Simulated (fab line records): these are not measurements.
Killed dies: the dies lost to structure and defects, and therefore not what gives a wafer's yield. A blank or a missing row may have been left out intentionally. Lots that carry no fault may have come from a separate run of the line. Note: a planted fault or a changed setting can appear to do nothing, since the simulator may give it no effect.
Code-filled problem report in 8D (eight disciplines) form || flow gf180mcu || the parts of the form that need people (team, actions taken, sign-off) are left out

## 1. WHAT IS WRONG
DNWELL_TW at GF_DNWELL_TW_MEAS_09 reads a mean of 1564 on 6 wafers of 2 lots; wafers without a fault read 1350 with a standard deviation of 11. Relative to the usual mean, that is a shift of +20 standard deviations.
The first sign was on wafer L751.1 at day 6 02:23, on film metro-04. At this step, 42 wafers from 14 lots have a number in the record. The rule behind "out" and "out of limits": a value lying over 4 standard deviations away from the usual mean. Any other wafer with a number is counted as sound.

## 2. WHAT IT IS, AND WHAT IT ISN'T
{"question": "which readings at this step", "is": "DNWELL_TW", "is not": "-"}
{"question": "which lots", "is": "L751, L756", "is not": "L736, L737, L738, L739, L742, L744, L745, L747, L749, L755, L757, L758"}
{"question": "which wafers of those lots", "is": "all that have a number", "is not": "-"}
{"question": "read on which gauges", "is": "film metro-02, film metro-04", "is not": "film metro-03"}
{"question": "when", "is": "from day 6 02:23", "is not": "up to then (27 sound wafers); but 9 sound wafers of L755, L757, L758 came after"}

## 3. SUSPECTS, AND WHAT RULES EACH OUT
Counting: a tool at any process step up to the reading remains a suspect when it ran all the lots that are out and ran no sound lot after the first of those.
- the gauge at GF_DNWELL_TW_MEAS_09 is ruled out. The wafers that are out were read on 2 gauges (film metro-02, film metro-04).
- implanter-04 at GF_DNWELL_IMPLANT_07: kept. Every lot that is out went through it, starting with L751 (day 6 02:08), and after that it ran no sound lot; the last sound lot it ran before then is L745 (day 4 18:38). Out on those wafers are its own readings of dose ions cm2, faraday current uA.
Left after counting: implanter-04 at GF_DNWELL_IMPLANT_07.

## 4. THE CAUSE (what the simulator had put in)
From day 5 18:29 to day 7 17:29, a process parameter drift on implanter-04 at GF_DNWELL_IMPLANT_07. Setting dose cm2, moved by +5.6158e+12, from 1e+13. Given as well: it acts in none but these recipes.
Only this tool survived the counting.

## 5. SEQUENCE OF EFFECTS, ordered by route
Each row: a reading whose mean over the struck wafers that have a number lies more than 3 standard deviations from the usual. Only readings whose record carries a usual standard deviation are examined. hours: median over the lots of the time between each lot's start at the first step of this table that gives one and its start at this step. sigmas: the change, counted in usual standard deviations.
{"hours": 0, "step": "GF_DNWELL_IMPLANT_07", "reading": "dose ions cm2", "usual": 1.0001e+13, "on struck wafers": 1.5610e+13, "change": "+5.6085e+12", "sigmas": "+99 or more"}
{"hours": 0, "step": "GF_DNWELL_IMPLANT_07", "reading": "faraday current uA", "usual": 56.4, "on struck wafers": 88.6, "change": "+32.2", "sigmas": "+29"}
{"hours": 0, "step": "GF_DNWELL_TW_MEAS_09", "reading": "DNWELL_TW", "usual": 1350, "on struck wafers": 1564, "change": "+214", "sigmas": "+20"}
Its process steps:
- GF_DNWELL_IMPLANT_07
Later measuring or inspecting steps at which every struck wafer that the step has a row for has a number for every such reading, and none has moved that far: GF_M2_CD_MEAS_14, GF_M2_OVL_MEAS_15.

## 6. WHAT WOULD HAVE CAUGHT IT SOONER
In this record the first reading out of limits at a measuring or inspecting step was taken at day 6 02:23, 8 hours after the fault began at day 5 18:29.
The tool's own readings at GF_DNWELL_IMPLANT_07 were out on every struck wafer that the step has a row for (dose ions cm2, faraday current uA): an alarm limit on them would have fired on the first of those.
Among the 2 lots that are out, L756 began GF_DNWELL_IMPLANT_07 on implanter-04 after day 6 02:23. A tool hold placed at that time would have kept it from harm.
